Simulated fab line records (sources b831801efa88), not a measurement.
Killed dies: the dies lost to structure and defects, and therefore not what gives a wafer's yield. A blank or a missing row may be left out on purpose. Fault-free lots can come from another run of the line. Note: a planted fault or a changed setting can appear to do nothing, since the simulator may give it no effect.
A lot that was struck, set against a sound lot / flow sky130 / 43 steps out of a route of 708
Sound: these wafers, L487.1, L487.5, L487.6. Wafers L491.1, L491.3, L491.5 were the ones struck. The cause is given at the end.
At each step with rows: each side's tool, then ch and its chambers, then its first start. Under that, the readings that differ: sound wafers / struck wafers / difference of the means / sigmas: that difference in standard deviations of wafers without a fault.
alike: readings whose means differ by less than 2 such deviations, and words and numbers that are the same on both sides. not compared: withheld readings, readings that some wafer has no value for, bounds like >300 that may hide the same value, and numbers for which the record gives no deviation and whose values overlap.
Wherever a step has rows on one side only, a row that says differs or no value, or a row with sigmas, the two part there. When numbers do not overlap yet have no deviation, they are printed without sigmas and do not part them. Lack of a reading on every wafer of one side parts them only where that side has two or more wafers.

first, 1 step without rows for these wafers: SKY_SONOS_ONO_CVD_04 (deposits SiO2 from SiH4/N2O, target thk 5.7199 nm).
SKY_SONOS_ONO_THK_MEAS_05:
  sound on film_metro-02 at day 13 03:49; struck on film_metro-03 at day 14 07:28
reading=SONOS_ONO_CVD_04_THK (nm); sound=6.01 6.07 6.01; struck=5.68 5.55 5.50; difference=-0.45; sigmas=-4
then, 7 steps without rows for these wafers: SKY_SONOS_ONO_DEHYDRATE_06 (time 60 s); SKY_SONOS_ONO_HMDS_07 (prime time 60 s); SKY_SONOS_ONO_COAT_08 (resist thk 1140 nm); SKY_SONOS_ONO_SOFTBAKE_09 (time 60 s); SKY_SONOS_ONO_EXPOSE_10 (exposes mask ONOM, target cd 410 nm); SKY_SONOS_ONO_PEB_11; SKY_SONOS_ONO_DEVELOP_12 (develop time 60 s).
SKY_SONOS_ONO_CD_MEAS_13: target cd 410 nm.
  sound on cd_sem-02 at day 14 04:49; struck on cd_sem-02 at day 15 10:50
  alike: cd_nm
SKY_SONOS_ONO_OVL_MEAS_14:
  sound on overlay-01 at day 14 04:56; struck on overlay-01 at day 15 10:58
  alike: SONOS_ONO_OVL
SKY_SONOS_ONO_ETCH_15: etches the open film in CHF3/O2, target depth 19.52 nm, time 7.8 s.
  sound on rie_diel-04 ch 0,1,2, day 14 04:58; struck on rie_diel-01 ch 0,2, day 15 11:00
reading=O2_flow_sccm (sccm); sound=4.967 4.997 4.969; struck=5.004 5.016 5.019; difference=+0.035; sigmas=+2
  alike: drypump_motor_current_A, oes_product_au, throttle_valve_pct
  not compared: rf_hours_counter_h
SKY_SONOS_ONO_WET_ETCH_16: etches SiO2 in dHF, target depth 14 nm, time 280 s.
  sound on wet_bench-04 ch 2, day 14 04:59; struck on wet_bench-04 ch 3, day 15 11:01
SKY_SONOS_ONO_STRIP_17: strips in O2/N2.
  sound on plasma_asher-02 ch 0,1, day 14 05:05; struck on plasma_asher-02 ch 0,1, day 15 11:07
  alike: drypump_motor_current_A, n2_flow_sccm, oes_product_au, strip_time_to_endpoint_s
  not compared: rf_hours_counter_h
then, 3 steps without rows for these wafers: SKY_SONOS_ONO_WET_ETCH_18 (etches Si3N4 in H3PO4, target depth 15 nm, time 172 s); SKY_GATE_OXIDE_CLEAN_00 (cleans in SC1/SC2, time 150 s); SKY_GATE_OXIDE_OXIDATION_01 (stabilise 600 s, purge 300 s, target thk 10.268 nm).
SKY_GATE_OXIDE_THK_MEAS_02:
  sound on film_metro-02 at day 14 07:38; struck on film_metro-03 at day 15 13:28
  alike: GATE_OXIDE_OXIDATION_00_THK
then, 7 steps without rows for these wafers: SKY_GATE_OXIDE_DEHYDRATE_03 (time 60 s); SKY_GATE_OXIDE_HMDS_04 (prime time 60 s); SKY_GATE_OXIDE_COAT_05 (resist thk 1140 nm); SKY_GATE_OXIDE_SOFTBAKE_06 (time 60 s); SKY_GATE_OXIDE_EXPOSE_07 (exposes mask LVOM, target cd 600 nm); SKY_GATE_OXIDE_PEB_08; SKY_GATE_OXIDE_DEVELOP_09 (develop time 60 s).
SKY_GATE_OXIDE_OVL_MEAS_10:
  sound on overlay-01 at day 15 10:32; struck on overlay-02 at day 16 17:26
reading=GATE_OXIDE_OVL (nm); sound=2.5 2.7 4.1; struck=-0.2 0.5 0.0; difference=-3.0; sigmas=-2
then, 2 steps without rows for these wafers: SKY_GATE_OXIDE_IMPLANT_11; SKY_GATE_OXIDE_WET_ETCH_12 (etches SiO2 in dHF, target depth 16.8 nm, time 336 s).
SKY_GATE_OXIDE_STRIP_13: strips in O2/N2.
  sound on plasma_asher-04 ch 0,1, day 15 10:51; struck on plasma_asher-01 ch 0,1, day 16 17:44
  alike: drypump_motor_current_A, n2_flow_sccm, oes_product_au, strip_time_to_endpoint_s
  not compared: rf_hours_counter_h
SKY_GATE_OXIDE_TW_MEAS_14:
  sound on film_metro-01 at day 15 10:57; struck on film_metro-01 at day 16 17:50
  alike: GATE_OXIDE_TW
then, 3 steps without rows for these wafers: SKY_GATE_OXIDE_CLEAN_15 (cleans in SC1/SC2, time 150 s); SKY_GATE_OXIDE_OXIDATION_16 (stabilise 600 s, purge 300 s, target thk 3.57 nm); SKY_POLY_GATE_CVD_00 (deposits poly-Si, target thk 180 nm, time 720 s).
SKY_POLY_GATE_THK_MEAS_01:
  sound on film_metro-02 at day 15 14:25; struck on film_metro-01 at day 16 22:43
  alike: POLY_GATE_CVD_00_THK
then, 8 steps without rows for these wafers: SKY_RES_PROTECT_DEHYDRATE_00 (time 60 s); SKY_RES_PROTECT_HMDS_01 (prime time 60 s); SKY_RES_PROTECT_COAT_02 (resist thk 1140 nm); SKY_RES_PROTECT_SOFTBAKE_03 (time 60 s); SKY_RES_PROTECT_EXPOSE_04 (exposes mask RPM, target cd 1270 nm); SKY_RES_PROTECT_PEB_05; SKY_RES_PROTECT_DEVELOP_06 (develop time 60 s); SKY_POLY_GATE_IMPLANT_02.
-- here the record skips 31 days between the struck wafers' starts before and after, leaving off in module POLY_GATE and picking up in module PAD_OPEN (first step shown: number 708 of the route) --
SKY_PAD_OPEN_PROBE_99:
  sound on prober-01 at day 46 17:13; struck on prober-01 at day 47 16:40
reading=hold; sound=- - -; struck=await_dispo/8.0h/release await_dispo/8.0h/release await_dispo/8.0h/release; difference=no value on the sound wafers; sigmas=
reading=killed_at_front_end; sound=13 14 15; struck=71 58 59; difference=+49; sigmas=+10
reading=killed_dies; sound=94 91 103; struck=127 134 117; difference=+30; sigmas=+3
  alike: killed_at_M0_to_M3, killed_at_M4_up, killed_at_contacts, killed_at_other, killed_open, killed_short

## WHERE THEY PART
First at SKY_SONOS_ONO_THK_MEAS_05; last, within this record, at SKY_PAD_OPEN_PROBE_99.

WHY: what the simulator had put in
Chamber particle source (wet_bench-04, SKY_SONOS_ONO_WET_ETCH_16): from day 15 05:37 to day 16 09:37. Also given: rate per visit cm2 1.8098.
